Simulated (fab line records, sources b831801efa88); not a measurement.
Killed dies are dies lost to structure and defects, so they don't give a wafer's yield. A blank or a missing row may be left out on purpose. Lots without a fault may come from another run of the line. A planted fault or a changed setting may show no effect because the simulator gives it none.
Which tool did it? | flow gf180mcu | 13 lots, 39 wafers sampled, at 4 steps of a route of 602

WHAT THE GAUGES READ, wafer by wafer
GF_DUAL_GATE_OVL_MEAS_11. Usual: DUAL_GATE_OVL 0.7 nm, standard deviation 1.3.
lot  | measured     | on         | DUAL_GATE_OVL (nm) | flag
L964 | day 8 05:40  | overlay-02 | 1.3 2.3 0.4        |
L965 | day 8 14:04  | overlay-01 | -1.0 -0.8 2.7      |
L966 | day 8 22:03  | overlay-02 | 2.3 -0.9 1.4       |
L967 | day 9 02:58  | overlay-02 | 0.5 -0.8 0.6       |
L974 | day 11 13:15 | overlay-02 | -0.6 0.2 0.1       |
L976 | day 11 21:53 | overlay-01 | 3.5 1.9 0.1        |
L978 | day 12 09:48 | overlay-02 | -1.1 1.3 -0.6      |
L979 | day 12 16:43 | overlay-01 | 1.7 1.6 1.8        |
L981 | day 13 07:34 | overlay-02 | 0.9 1.1 -0.1       |
L984 | day 14 03:52 | overlay-01 | -0.3 -0.1 -0.8     |
L985 | day 14 12:14 | overlay-01 | 1.8 2.2 3.3        |
L986 | day 14 18:01 | overlay-02 | -0.5 -0.6 0.5      |
L987 | day 15 06:40 | overlay-01 | 0.6 -0.7 -2.4      |

WHICH TOOL RAN EACH LOT (tool, then ch and the chambers of the sampled wafers, then the start)
lot  | GF_STI_ETCH_13                    | GF_LVPWELL_IMPLANT_09          | GF_MVSD_STRIP_10
L964 | rie_diel-03 ch 0,2,3, day 2 01:44 | implanter-01 ch 0, day 3 20:52 | plasma_asher-04 ch 0,1, day 4 11:14
L965 | rie_diel-03 ch 0,1,2, day 2 07:08 | implanter-02 ch 0, day 4 02:11 | plasma_asher-03 ch 0,1, day 4 15:41
L966 | rie_diel-01 ch 0,2,3, day 2 11:26 | implanter-02 ch 0, day 4 08:04 | plasma_asher-04 ch 0,1, day 4 22:42
L967 | rie_diel-01 ch 2,3, day 2 16:35   | implanter-03 ch 0, day 4 12:30 | plasma_asher-03 ch 0,1, day 5 02:56
L974 | rie_diel-04 ch 0,1, day 4 08:59   | implanter-02 ch 0, day 6 10:38 | plasma_asher-01 ch 0, day 7 02:48
L976 | rie_diel-03 ch 0,3, day 4 14:11   | implanter-02 ch 0, day 6 17:06 | plasma_asher-04 ch 0,1, day 7 09:26
L978 | rie_diel-03 ch 1,2,3, day 5 02:47 | implanter-03 ch 0, day 7 04:12 | plasma_asher-01 ch 0,1, day 7 20:23
L979 | rie_diel-01 ch 1,2, day 5 07:14   | implanter-01 ch 0, day 7 09:25 | plasma_asher-04 ch 0,1, day 8 01:57
L981 | rie_diel-04 ch 0,1,3, day 5 17:05 | implanter-03 ch 0, day 7 20:56 | plasma_asher-03 ch 0,1, day 8 13:47
L984 | rie_diel-03 ch 1,3, day 6 08:56   | implanter-01 ch 0, day 8 13:23 | plasma_asher-03 ch 0,1, day 9 07:00
L985 | rie_diel-03 ch 0,1,3, day 6 15:17 | implanter-01 ch 0, day 8 20:41 | plasma_asher-04 ch 0,1, day 9 14:02
L986 | rie_diel-01 ch 0,1,2, day 6 18:53 | implanter-01 ch 0, day 9 00:26 | plasma_asher-01 ch 0, day 9 17:30
L987 | rie_diel-04 ch 0,1,3, day 7 00:35 | implanter-01 ch 0, day 9 10:56 | plasma_asher-04 ch 0,1, day 10 04:54
- GF_STI_ETCH_13: etches the open film in CHF3/O2, stops on Si, target depth 282.31 nm, time 112.9 s.
- GF_LVPWELL_IMPLANT_09
- GF_MVSD_STRIP_10: strips in O2/N2.

WHAT THE TOOLS THEMSELVES READ (means of the sampled wafers that have a number; where no wafer has one, the mark that the record gives instead)
GF_STI_ETCH_13. Usual: O2_flow_sccm 4.999 sccm, standard deviation 0.014; chf3_flow_sccm 49.99 sccm, standard deviation 0.15; drypump_motor_current_A 5.8 A, standard deviation 0.51; oes_product_au 0.834 a.u., standard deviation 0.0065; throttle_valve_pct 8.811 %, standard deviation 0.0091.
lot  | tool        | O2_flow_sccm (sccm) | chf3_flow_sccm (sccm) | drypump_motor_current_A (A) | oes_product_au (a.u.) | throttle_valve_pct (%) | flag
L964 | rie_diel-03 | 4.988               | 49.97                 | 6.1                         | 0.839                 | 8.816                  |
L965 | rie_diel-03 | 5.009               | 49.97                 | 5.8                         | 0.835                 | 8.805                  |
L966 | rie_diel-01 | 4.992               | 50.22                 | 5.8                         | 0.837                 | 8.817                  |
L967 | rie_diel-01 | 5.005               | 49.82                 | 6.2                         | 0.827                 | 8.803                  |
L974 | rie_diel-04 | 5.016               | 49.97                 | 5.5                         | 0.835                 | 8.813                  |
L976 | rie_diel-03 | 4.988               | 50.12                 | 6.4                         | 0.832                 | 8.814                  |
L978 | rie_diel-03 | 4.990               | 50.02                 | 6.1                         | 0.839                 | 8.807                  |
L979 | rie_diel-01 | 4.996               | 50.03                 | 5.6                         | 0.836                 | 8.806                  |
L981 | rie_diel-04 | 5.001               | 49.90                 | 5.7                         | 0.838                 | 8.819                  |
L984 | rie_diel-03 | 4.988               | 50.01                 | 6.2                         | 0.834                 | 8.809                  |
L985 | rie_diel-03 | 5.009               | 49.96                 | 6.2                         | 0.832                 | 8.806                  |
L986 | rie_diel-01 | 4.997               | 50.03                 | 5.6                         | 0.838                 | 8.811                  |
L987 | rie_diel-04 | 4.995               | 49.85                 | 5.7                         | 0.830                 | 8.812                  |

GF_LVPWELL_IMPLANT_09. Usual: beam_energy_keV 60.002, standard deviation 0.019.
lot  | tool         | beam_energy_keV | flag
L964 | implanter-01 | 59.972          |
L965 | implanter-02 | 60.015          |
L966 | implanter-02 | 60.004          |
L967 | implanter-03 | 59.992          |
L974 | implanter-02 | 56.100          | OFF
L976 | implanter-02 | 56.098          | OFF
L978 | implanter-03 | 59.954          |
L979 | implanter-01 | 60.020          |
L981 | implanter-03 | 60.000          |
L984 | implanter-01 | 60.007          |
L985 | implanter-01 | 60.009          |
L986 | implanter-01 | 59.999          |
L987 | implanter-01 | 60.023          |

GF_MVSD_STRIP_10. Usual: drypump_motor_current_A 5.9 A, standard deviation 0.59; heater_power_w 321 W, standard deviation 33; oes_product_au 0.722 a.u., standard deviation 0.0044; strip_time_to_endpoint_s 36.98 s, standard deviation 0.11.
lot  | tool            | drypump_motor_current_A (A) | heater_power_w (W) | oes_product_au (a.u.) | strip_time_to_endpoint_s (s) | flag
L964 | plasma_asher-04 | 5.6                         | 352                | 0.721                 | 37.04                        |
L965 | plasma_asher-03 | 6.2                         | 341                | 0.725                 | 36.89                        |
L966 | plasma_asher-04 | 6.0                         | 352                | 0.722                 | 37.01                        |
L967 | plasma_asher-03 | 5.7                         | 332                | 0.719                 | 37.01                        |
L974 | plasma_asher-01 | 5.4                         | 279                | 0.725                 | 36.94                        |
L976 | plasma_asher-04 | 5.6                         | 354                | 0.721                 | 36.85                        |
L978 | plasma_asher-01 | 5.8                         | 277                | 0.721                 | 37.07                        |
L979 | plasma_asher-04 | 5.7                         | 353                | 0.722                 | 37.03                        |
L981 | plasma_asher-03 | 6.2                         | 344                | 0.722                 | 37.06                        |
L984 | plasma_asher-03 | 5.7                         | 332                | 0.717                 | 37.08                        |
L985 | plasma_asher-04 | 5.6                         | 354                | 0.718                 | 36.93                        |
L986 | plasma_asher-01 | 5.4                         | 282                | 0.721                 | 36.95                        |
L987 | plasma_asher-04 | 6.0                         | 348                | 0.722                 | 37.23                        |

THE ANSWER, worked out from the rows above alone
Rule: a lot is off if the mean of its wafers that have a number lies more than 3 standard deviations from the usual mean. A lot without any number at a reading at which 4 lots or more have one is off too. The other lots that the step has rows for count as sound. The gauges are gone through in route order, then the tools' own readings, and for those a lot's mean is taken as printed above. The first step at which some lot is off is used, and at that step the reading that is off furthest; a lot without a number counts as furthest.
Off: L974, L976, at GF_LVPWELL_IMPLANT_09 (beam_energy_keV).
A tool fits if, at that step or a process step before it, it ran every lot that is off, and no sound lot after the first of them. One fits: implanter-02 at GF_LVPWELL_IMPLANT_09. Its last sound lot is L966 (day 4 08:04), its first lot that is off L974 (day 6 10:38): a fault that began between those two fits.
The tool's own readings at GF_LVPWELL_IMPLANT_09 bear it out: on the lots that are off they differ by more than 5 times the standard deviation of the sound lots' means. beam_energy_keV reads 56.099 there against 60.000 on the sound lots.

WHAT THE SIMULATOR HAD PUT IN
Process parameter drift: implanter-02, from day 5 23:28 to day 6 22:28, at GF_LVPWELL_IMPLANT_09. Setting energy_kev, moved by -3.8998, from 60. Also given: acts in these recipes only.
Lots struck among those shown: L974, L976. The rule above found the same.
